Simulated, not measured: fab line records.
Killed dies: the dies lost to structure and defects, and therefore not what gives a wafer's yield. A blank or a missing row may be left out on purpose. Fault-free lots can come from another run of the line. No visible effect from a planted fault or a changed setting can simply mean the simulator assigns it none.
Problem report, 8D (eight disciplines) form, completed by code / flow sky130 / the parts of the form that need people (team, actions taken, sign-off) are left out

## 1. THE ISSUE
Mean of rf fwd power W at SKY_FIELD_ISO_ETCH_17: 691.2 W across 2 wafers in 2 lots; on wafers with no fault it is 596.4 W (standard deviation 2.5). That is +38 standard deviations from the usual mean.
The step: etches Si in HBr/Cl2/O2, target depth 342 nm, time 97.7 s.
Seen first at day 4 03:06 on rie si-02, wafer L231.1. The record holds 42 wafers of 14 lots with a number at this step. Rule for "out", or "out of limits": more than 4 standard deviations from the usual mean. Any other wafer with a number is counted as sound.

## 2. WHAT THIS IS AND IS NOT
question=which readings at this step | is=rf fwd power W, oes product au | is not=drypump motor current A
question=which lots | is=L231, L234 | is not=L222, L223, L224, L225, L226, L227, L233, L236, L238, L240, L244, L245
question=which wafers of those lots | is=L231.1, L234.3 | is not=L231.2, L231.3, L234.2, L234.4
question=read on which tools | is=rie si-02 | is not=rie si-01
question=when | is=from day 4 03:06 | is not=up to then (20 sound wafers); but 20 sound wafers of L233, L234, L236, L238, L240, L244, L245 came after

## 3. THE SUSPECTS, EACH WITH WHAT RULES IT OUT
Counting: any tool at a process step up to the reading remains a suspect provided it ran every lot that is out. Sound lots after the first of them don't rule it out here, since some wafers of a struck lot are sound.
- rie si-02 at SKY_FIELD_ISO_ETCH_17 (etches Si in HBr/Cl2/O2, target depth 342 nm, time 97.7 s): kept. Ran every lot that is out, first one L231 (day 4 03:06); last sound lot up to then L227 (day 3 06:32). Its own readings are out on those wafers: oes product au, rf fwd power W.
- Within rie si-02 at SKY_FIELD_ISO_ETCH_17: the wafers that are out ran in chamber 2; their sound lot-mates ran in chambers 0, 1, 3.
Left after counting: rie si-02 at SKY_FIELD_ISO_ETCH_17.

## 4. THE CAUSE (what the simulator had put in)
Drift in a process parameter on rie si-02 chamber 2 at SKY_FIELD_ISO_ETCH_17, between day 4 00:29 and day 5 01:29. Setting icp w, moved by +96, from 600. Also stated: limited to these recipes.
Only this tool survived the counting.

## 5. THE CHAIN OF EFFECTS, in route order
Each row: a reading whose mean over the struck wafers that have a number lies more than 3 standard deviations from the usual. Only readings for which the record gives a usual standard deviation are gone through. hours: the time from each lot's start at the first step in this table that gives one to its start at this step, as a median over the lots. sigmas: the change in usual standard deviations.
hours=0; step=SKY_FIELD_ISO_ETCH_17; reading=oes product au; usual=1.003 a.u.; on struck wafers=1.055; change=+0.052; sigmas=+7.5
hours=0; step=SKY_FIELD_ISO_ETCH_17; reading=rf fwd power W; usual=596.4 W; on struck wafers=691.2; change=+94.8; sigmas=+38
The process steps in it:
- SKY_FIELD_ISO_ETCH_17: etches Si in HBr/Cl2/O2, target depth 342 nm, time 97.7 s.

## 6. WHAT WOULD HAVE CAUGHT IT SOONER
In this record the first reading out of limits was taken at day 4 03:06, 3 hours after the fault began at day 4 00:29.
